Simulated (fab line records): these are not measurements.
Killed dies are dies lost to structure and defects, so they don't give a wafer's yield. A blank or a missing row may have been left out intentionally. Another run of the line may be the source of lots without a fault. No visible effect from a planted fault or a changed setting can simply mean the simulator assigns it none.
fab line records	flow sky130
[record] lots = 5	wafers = 15	last-day = 50
route steps=708 shown LDD_HVN@270 LDD_HVP@278 PAD_OPEN@708
lots that met no fault: taken from a fault-free run of the same line
start-h: start of the lot's first displayed wafer, in hours after the record's first day	wait-h: how many hours have passed since the lot's step before this one	" same as the row above	L1.1+2: one row covering several wafers at once	- value missing, or start not given	* or withheld: withheld	< > ~ a bound
route shown NAME@n: names a module that has steps shown in the file, with the first one's number in the route	usual: the fault-free wafers' mean and standard deviation	same: alike in all rows	chamber/n: place in a boat	sites: each site's reading	_std_site: the values' standard deviation	_edge_site: inner sites' mean taken away from outer sites' mean	radius-mm: how far each site lies from the wafer's centre	mask NAME#n: copy n	behind: the tool/chamber that last shaped the wafer	hold: why the lot went on hold/how many hours it stayed there/how the hold came to an end	device: the transistor (n, p or np) that didn't switch	end of line: tests run on the same wafers once the route is complete	a step with no rows: only its recipe	killed: not the wafer's yield, but the dies lost to structure and defects at the first sort	map: a wafer's dies, x killed, . not, _ none there
set.NAME: setting as actually run; set.NAME@STEP: the setting as run at that earlier step	model.NAME: the simulator's own value behind a step, which no gauge read
certain route steps with their lots: each step a table, each wafer a row
services: the hour from which a tool's chamber was out of use, counted from the record's first day as start-h (under 0 if before that day), plus the number of hours and why
[[steps]]
[step SKY_LDD_HVN_SOFTBAKE_03]
[recipe] temp-c = 90	time-s = 60	resist = NOVOLAK
[step SKY_LDD_HVN_EXPOSE_04]
[recipe] mask-id = HVNTM	na = 0.6	source-shape = conventional	sigma-outer = 0.6	polarization = unpolarized	target-cd-nm = 700	dose-mj = 127
[step SKY_LDD_HVN_PEB_05]
[recipe] temp-c = withheld	time-s = *	resist = NOVOLAK
[step SKY_LDD_HVN_DEVELOP_06]
[recipe] resist = NOVOLAK	developer = TMAH	develop-time-s = 60	dev-temp-c = 23
[step SKY_LDD_HVN_OVL_MEAS_07]
[usual] LDD_HVN_OVL = -0.8/1.3
lot.wafer	tool	chamber	start-h	wait-h	LDD_HVN_OVL[nm]
L283.1	overlay-01	-	556.64	0.1	1.1
L283.3	"	-	"	"	-2.0
L283.6	"	-	"	"	-0.8
L288.1	overlay-02	-	604.89	0.1	-1.3
L288.2	"	-	"	"	0.3
L288.4	"	-	"	"	-1.1
L292.1	overlay-01	-	640.84	0.1	-0.5
L292.2	"	-	"	"	-1.7
L292.3	"	-	"	"	-0.2
L293.1	overlay-02	-	640.93	0.1	-1.2
L293.2	"	-	"	"	-0.8
L293.4	"	-	"	"	-0.9
L295.3	overlay-01	-	653.58	0.1	2.0
L295.4	"	-	"	"	2.6
L295.5	"	-	"	"	1.1
[step SKY_LDD_HVN_IMPLANT_08]
[recipe] species = P	energy-kev = 60	dose-cm2 = 3e+13	tilt-deg = 40
[step SKY_LDD_HVN_STRIP_09]
[recipe] chemistry = O2/N2	power-w = 1400	pressure-mtorr = 1500	platen-temp-c = withheld	o2-flow-sccm = 3000	n2-flow-sccm = 300	overash-fraction = 0.5
[usual] drypump-motor-current-A = 5.6/0.62	oes-product-au = 0.409/0.004	strip-time-to-endpoint-s = 4.142/0.018
lot.wafer	tool	chamber	start-h	wait-h	drypump-motor-current-A	oes-product-au	rf-hours-counter-h	strip-time-to-endpoint-s
L283.1	plasma-asher-02	1	556.82	0.1	4.9	0.405	87	4.161
L283.3	"	0	"	"	6.4	0.402	-	4.150
L283.6	"	1	"	"	4.8	0.408	-	4.161
L288.1	plasma-asher-03	1	605.07	0.1	4.9	0.408	17	4.157
L288.2	"	0	"	"	6.3	0.409	17	4.150
L288.4	"	0	"	"	6.3	0.406	-	4.141
L292.1	plasma-asher-02	0	641.02	0.1	6.4	0.410	96	4.144
L292.2	"	1	"	"	4.9	0.407	96	4.154
L292.3	"	1	"	"	4.9	0.407	-	4.169
L293.1	plasma-asher-04	1	641.17	0.1	5.8	0.402	50	4.146
L293.2	"	0	"	"	5.6	0.411	50	4.141
L293.4	"	0	"	"	5.6	0.407	-	4.138
L295.3	plasma-asher-04	0	653.78	0.1	5.5	0.407	-	4.166
L295.4	"	1	"	"	5.8	0.412	-	4.175
L295.5	"	0	"	"	5.6	0.404	-	4.167
[step SKY_LDD_HVN_TW_MEAS_10]
[usual] LDD_HVN_TW = 1432/7
lot.wafer	tool	chamber	start-h	wait-h	LDD_HVN_TW
L283.1	film-metro-03	-	556.92	0.1	1432
L283.3	"	-	"	"	1426
L283.6	"	-	"	"	1427
L288.1	film-metro-03	-	605.17	0.1	1439
L288.2	"	-	"	"	1436
L288.4	"	-	"	"	1439
L292.1	film-metro-01	-	641.12	0.1	1441
L292.2	"	-	"	"	1430
L292.3	"	-	"	"	1432
L293.1	film-metro-04	-	641.27	0.1	1440
L293.2	"	-	"	"	1433
L293.4	"	-	"	"	1439
L295.3	film-metro-04	-	653.87	0.1	1431
L295.4	"	-	"	"	1431
L295.5	"	-	"	"	1434
[step SKY_LDD_HVP_DEHYDRATE_00]
[recipe] temp-c = 200	time-s = 60
[step SKY_LDD_HVP_HMDS_01]
[recipe] prime-time-s = 60	prime-temp-c = 120
[step SKY_LDD_HVP_COAT_02]
[recipe] resist = NOVOLAK	spin-rpm = 3000	resist-thk-nm = 300
[step SKY_LDD_HVP_SOFTBAKE_03]
[recipe] temp-c = 90	time-s = 60	resist = NOVOLAK
[step SKY_LDD_HVP_EXPOSE_04]
[recipe] mask-id = HVPTM	na = 0.6	source-shape = conventional	sigma-outer = 0.6	polarization = unpolarized	target-cd-nm = 700	dose-mj = 86
[usual] exposure-dose-mJ-cm2 = 86.00/0.087
lot.wafer	tool	chamber	start-h	wait-h	mask	exposure-dose-mJ-cm2
L283.1	iline-stepper-01	0	572.33	-	HVPTM#0	86.04
L283.3	"	0	"	"	HVPTM#0	86.00
L283.6	"	0	"	"	HVPTM#0	85.96
L288.1	iline-stepper-01	0	619.11	-	HVPTM_R1#0	85.83
L288.2	"	0	"	"	HVPTM_R1#0	86.07
L288.4	"	0	"	"	HVPTM_R1#0	86.00
L292.1	iline-stepper-02	0	654.94	-	HVPTM#0	85.97
L292.2	"	0	"	"	HVPTM#0	86.24
L292.3	"	0	"	"	HVPTM#0	86.14
L293.1	iline-stepper-01	0	655.54	-	HVPTM#0	86.03
L293.2	"	0	"	"	HVPTM#0	86.06
L293.4	"	0	"	"	HVPTM#0	86.11
L295.3	iline-stepper-01	0	668.58	-	HVPTM#0	86.03
L295.4	"	0	"	"	HVPTM#0	86.02
L295.5	"	0	"	"	HVPTM#0	85.99
[step SKY_LDD_HVP_PEB_05]
[recipe] temp-c = withheld	time-s = *	resist = NOVOLAK
[step SKY_PAD_OPEN_PROBE_99]
[usual] killed_at_M0_to_M3 = 43/6.8	killed_at_M4_up = 3.2/1.8	killed-at-contacts = 24/5.2	killed-at-front-end = 15/4.2	killed-at-other = 0.4/0.62	killed-dies = 85/8.7	killed-open = 46/6.7	killed-short = 39/5.9
[same] gross-dies = 492	killed-at-back-side = 0
lot.wafer	tool	chamber	start-h	wait-h	killed_at_M0_to_M3	killed_at_M4_up	killed-at-contacts	killed-at-front-end	killed-at-other	killed-dies	killed-open	killed-short
L288.1	prober-02	-	1163.92	0.1	41	1	20	22	0	84	46	38
L288.2	prober-02	-	1163.97	0.1	46	4	23	22	0	95	56	39
L288.4	prober-02	-	1164.07	0.2	45	3	26	21	0	95	47	47
// killed by level:class
L288.1 VIA1:geometric-particle:open=12 CONTACT:geometric-particle:open=11 METAL2:geometric-particle:short=9 FIELD_ISO:geometric-particle:open=7 POLY_GATE:geometric-particle:short=6 FIELD_ISO:geometric-particle:short=5 CONTACT:geometric-particle:short=4 METAL1:geometric-particle:open=4
L288.2 VIA2:geometric-particle:open=10 VIA3:geometric-particle:open=10 VIA1:geometric-particle:open=10 CONTACT:geometric-particle:open=9 FIELD_ISO:geometric-particle:short=7 LI_CONTACT:geometric-particle:open=5 POLY_GATE:geometric-particle:short=5 FIELD_ISO:geometric-particle:open=4
L288.4 CONTACT:geometric-particle:open=9 LOCAL_INTERCONNECT:geometric-particle:short=8 VIA2:geometric-particle:open=8 FIELD_ISO:geometric-particle:short=7 METAL1:geometric-particle:short=7 VIA1:geometric-particle:open=7 FIELD_ISO:geometric-particle:open=5 METAL2:geometric-particle:open=5
[[services]]
tool	chamber	start-h	hours	kind
iline-stepper-01	-	551.24	4.4	pm
plasma-asher-04	-	555.10	6.4	repair
plasma-asher-04	-	555.39	1.1	repair
iline-stepper-02	-	584.72	8.6	repair
iline-stepper-02	-	608.57	4.4	pm
iline-stepper-01	0	622.37	-	calibration
plasma-asher-04	-	643.86	1.8	repair
[[key]]
[first-sign] step = SKY_LDD_HVP_EXPOSE_04	reading = mask	direction = changed
effect none on later readings
met-at SKY_LDD_HVP_EXPOSE_04
struck-wafers L288.1,L288.2,L288.4
tester-left-out L288
onset-between 572.33 619.11
[fault] kind = wrong-mask	tool = any	chamber = -	onset-h = 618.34	steps = SKY_LDD_HVP_EXPOSE_04	aux-copy = HVPTM_R1#0	cd-offset-nm = 49	scope = struck-lots-only
// tester-left-out: of these lots the tester's yield and bins aren't shown, on N5 and GAA mostly nor the transistor test; their killed dies are dies lost to structure and defects alone, not to doping, threshold or leakage, so they don't give the yield
